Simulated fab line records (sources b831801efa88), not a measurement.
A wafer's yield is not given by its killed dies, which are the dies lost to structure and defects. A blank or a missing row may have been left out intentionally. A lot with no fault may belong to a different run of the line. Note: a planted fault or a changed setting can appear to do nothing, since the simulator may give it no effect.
A single fault, viewed from 2 desks | flow gf180mcu | each desk holds nothing but its own numbers, with what lay behind them at the end

## THE TOOL OWNER'S DESK: implanter-01
The tool's own readings at GF_LVPWELL_IMPLANT_09, given as means over the sampled wafers that have a number, one for each lot that went through this tool. Marked OUT: a lot whose mean sits more than 4 standard deviations from the usual mean, which makes it out of limits; the brackets give that distance.
Columns: A = beam on s at GF_LVPWELL_IMPLANT_09, usual 9.97 s; B = faraday current uA at GF_LVPWELL_IMPLANT_09, usual 28.3
lot  | first seen here | A               | B
L792 | day 3 20:13     | 9.94            | 28.4
L793 | day 4 00:55     | 9.98            | 28.2
L794 | day 4 06:55     | 10.20           | 27.6
L795 | day 4 12:20     | 10.06           | 28.0
L804 | day 7 00:31     | 12.83 (+15) OUT | 22.0 (-12) OUT
L805 | day 7 03:49     | 12.92 (+16) OUT | 21.9 (-12) OUT
This desk finds L804, L805 out of limits, L804 being first, at day 7 00:31 (beam on s at GF_LVPWELL_IMPLANT_09). Within limits: L792, L793, L794, L795.

## METROLOGY DESK
Lot by lot, what the gauges showed, no matter which tool ran the lot: averages of those sampled wafers that carry a number. Marked OUT: a lot whose mean sits more than 4 standard deviations from the usual mean, which makes it out of limits; the brackets give that distance.
Columns: A = LVPWELL_RS at GF_VT_IMPLANT_RS_MEAS_48, usual 1197 ohm/sq; B = PSD_TW at GF_PSD_TW_MEAS_11, usual 3172; C = CONTACT_CVD_02_THK at GF_CONTACT_THK_MEAS_03, usual 864 nm
lot  | first seen here | A              | B    | C
L792 | day 7 10:08     | 1198           | 3194 | 865
L793 | day 7 16:38     | 1196           | 3161 | 857
L794 | day 8 00:03     | 1193           | 3161 | 872
L795 | day 8 07:30     | 1198           | 3179 | 868
L796 | day 8 11:47     | 1197           | 3166 | 856
L804 | day 11 08:20    | 1138 (-18) OUT | 3170 | 877
L805 | day 11 12:50    | 1139 (-18) OUT | 3177 | 860
L808 | day 12 01:43    | 1197           | 3187 | 866
L810 | day 12 15:29    | 1194           | 3165 | 867
L811 | day 12 21:05    | 1202           | 3189 | 864
L812 | day 13 01:32    | 1202           | 3156 | 871
L813 | day 13 10:23    | 1202           | 3145 | 869
L814 | day 13 17:53    | 1194           | 3163 | 862
L815 | day 14 00:00    | 1191           | 3158 | 859
This desk's result: L804, L805 out of limits, first on L804 (LVPWELL_RS at GF_VT_IMPLANT_RS_MEAS_48), day 11 08:20. Within limits: L792, L793, L794, L795, L796, L808, L810, L811, L812, L813, L814, L815.

## PUT TOGETHER
The tool owner's desk had the chance to raise an alarm at day 7 00:31 on L804, L805.
The metrology desk could have raised an alarm at day 11 08:20, on L804, L805.
All the named lots went through GF_LVPWELL_IMPLANT_09 on implanter-01.

## WHAT THE SIMULATOR HAD PUT IN
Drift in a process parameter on implanter-01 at GF_LVPWELL_IMPLANT_09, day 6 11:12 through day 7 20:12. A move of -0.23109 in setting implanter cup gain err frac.
Shown lots that were struck: L804, L805.
Fault start to first reading out of limits, in hours, per desk: tool owner, 13; metrology, 117.
